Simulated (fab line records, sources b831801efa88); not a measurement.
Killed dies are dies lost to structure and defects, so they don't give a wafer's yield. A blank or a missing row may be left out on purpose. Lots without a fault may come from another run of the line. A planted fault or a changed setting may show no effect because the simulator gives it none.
Tool commonality check | flow sky130 | 11 lots, 33 wafers sampled

WHY IT WAS OPENED
At SKY_VIA2_OVL_MEAS_13 the reading VIA2_OVL is flagged on 4 of 11 lots. Wafers without a fault read 2 nm, standard deviation 5.2.
Rule: a lot is flagged when every wafer of it that has a number lies more than 4 standard deviations from that mean, or none has a number. The other lots count as sound.

lot  | measured     | on         | VIA2_OVL (nm), wafer by wafer | flag
L928 | day 36 02:51 | overlay-02 | -4 -7 -6                      |
L929 | day 36 13:07 | overlay-02 | -3 0 0                        |
L934 | day 38 00:04 | overlay-02 | 1 12 5                        |
L938 | day 39 17:32 | overlay-02 | -2 1 1                        |
L940 | day 39 21:59 | overlay-01 | 31 30 30                      | FLAGGED
L939 | day 39 23:13 | overlay-02 | 39 32 33                      | FLAGGED
L941 | day 40 05:58 | overlay-01 | 9 10 11                       |
L942 | day 40 09:28 | overlay-02 | 25 33 34                      | FLAGGED
L945 | day 41 13:43 | overlay-01 | 23 25 26                      | FLAGGED
L947 | day 42 03:03 | overlay-02 | 7 7 2                         |
L951 | day 43 02:49 | overlay-02 | -2 2 3                        |
The numbers of the flagged lots are 30 nm on average: +28 nm against the usual, or +5 standard deviations.

WHICH TOOL RAN EACH LOT
The record holds 4 process steps before the reading, out of a route of 708 steps. In each cell: the tool, then ch and the chambers that the sampled wafers went through, then the start.
lot  | flag    | SKY_METAL2_DESCUM_17              | SKY_METAL2_ETCH_18                | SKY_VIA2_CMP_02               | SKY_VIA2_EXPOSE_09
L928 |         | rie_metal-02 ch 0,1, day 35 00:00 | rie_metal-02 ch 0,1, day 35 00:02 | cmp-01 ch 0,1,2, day 35 01:02 | krf_scanner-01 ch 0, day 35 13:22
L929 |         | rie_metal-02 ch 0,1, day 35 09:30 | rie_metal-02 ch 0,1, day 35 09:32 | cmp-01 ch 0,1,2, day 35 10:28 | krf_scanner-02 ch 0, day 36 00:55
L934 |         | rie_metal-04 ch 0,1, day 36 20:15 | rie_metal-04 ch 0,1, day 36 20:17 | cmp-02 ch 1,2,3, day 36 21:17 | krf_scanner-02 ch 0, day 37 11:31
L938 |         | rie_metal-04 ch 1, day 38 15:20   | rie_metal-04 ch 1, day 38 15:22   | cmp-02 ch 0,1,3, day 38 16:22 | krf_scanner-02 ch 0, day 39 05:10
L940 | FLAGGED | rie_metal-04 ch 0,1, day 38 20:35 | rie_metal-04 ch 0,1, day 38 20:37 | cmp-02 ch 1,2,3, day 38 21:32 | krf_scanner-02 ch 0, day 39 10:26
L939 | FLAGGED | rie_metal-01 ch 1, day 38 21:18   | rie_metal-01 ch 1, day 38 21:20   | cmp-01 ch 0,1, day 38 22:35   | krf_scanner-02 ch 0, day 39 11:35
L941 |         | rie_metal-04 ch 0,1, day 39 04:12 | rie_metal-04 ch 0,1, day 39 04:14 | cmp-01 ch 0,1,2, day 39 05:13 | krf_scanner-01 ch 0, day 39 18:14
L942 | FLAGGED | rie_metal-02 ch 0, day 39 09:04   | rie_metal-02 ch 0, day 39 09:09   | cmp-01 ch 2,3, day 39 10:15   | krf_scanner-02 ch 0, day 39 22:39
L945 | FLAGGED | rie_metal-04 ch 0,1, day 40 12:28 | rie_metal-04 ch 0,1, day 40 12:30 | cmp-02 ch 1,2,3, day 40 13:34 | krf_scanner-02 ch 0, day 41 02:42
L947 |         | rie_metal-04 ch 0,1, day 41 01:45 | rie_metal-04 ch 0,1, day 41 01:47 | cmp-02 ch 1,2, day 41 02:43   | krf_scanner-01 ch 0, day 41 14:37
L951 |         | rie_metal-02 ch 1, day 42 01:44   | rie_metal-02 ch 1, day 42 01:46   | cmp-01 ch 0,1,2, day 42 02:44 | krf_scanner-01 ch 0, day 42 14:20
What these steps do:
- SKY_METAL2_DESCUM_17: chemistry O2, time 8 s.
- SKY_METAL2_ETCH_18: etches BARC in N2/H2, stops on SiO2, time 45.9 s, target depth 60 nm.
- SKY_VIA2_CMP_02: polishes SiO2.
- SKY_VIA2_EXPOSE_09: exposes mask VIM2, target cd 200 nm.
- SKY_VIA2_OVL_MEAS_13

FLAGGED OVER TOTAL, TOOL BY TOOL (the gauges that took the reading come last)
step                 | tool           | lots run | flagged | share of the flagged lots | sound lots run after its first flagged lot
SKY_METAL2_DESCUM_17 | rie_metal-01   | 1        | 1       | some                      | 0
SKY_METAL2_DESCUM_17 | rie_metal-02   | 4        | 1       | some                      | 1 (L951)
SKY_METAL2_DESCUM_17 | rie_metal-04   | 6        | 2       | some                      | 2 (L941,L947)
SKY_METAL2_ETCH_18   | rie_metal-01   | 1        | 1       | some                      | 0
SKY_METAL2_ETCH_18   | rie_metal-02   | 4        | 1       | some                      | 1 (L951)
SKY_METAL2_ETCH_18   | rie_metal-04   | 6        | 2       | some                      | 2 (L941,L947)
SKY_VIA2_CMP_02      | cmp-01         | 6        | 2       | some                      | 2 (L941,L951)
SKY_VIA2_CMP_02      | cmp-02         | 5        | 2       | some                      | 1 (L947)
SKY_VIA2_EXPOSE_09   | krf_scanner-01 | 4        | 0       | none                      | -
SKY_VIA2_EXPOSE_09   | krf_scanner-02 | 7        | 4       | all                       | 0
SKY_VIA2_OVL_MEAS_13 | overlay-01     | 3        | 2       | some                      | 1 (L941)
SKY_VIA2_OVL_MEAS_13 | overlay-02     | 8        | 2       | some                      | 2 (L947,L951)

WHAT THE TABLE ALLOWS
1 row of the table ran every flagged lot: krf_scanner-02 at SKY_VIA2_EXPOSE_09.
- krf_scanner-02 at SKY_VIA2_EXPOSE_09: 4 of its 7 lots flagged. Its last sound lot is L938 (day 39 05:10), its first flagged lot L940 (day 39 10:26): a fault that began between those two fits.
One tool is left: krf_scanner-02 at SKY_VIA2_EXPOSE_09.

WHAT THE SIMULATOR HAD PUT IN
Scanner matching overlay: krf_scanner-02, from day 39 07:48 on, at SKY_VIA2_EXPOSE_09. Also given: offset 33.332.
Lots struck among those shown: L940, L939, L942, L945. The rule above found the same.
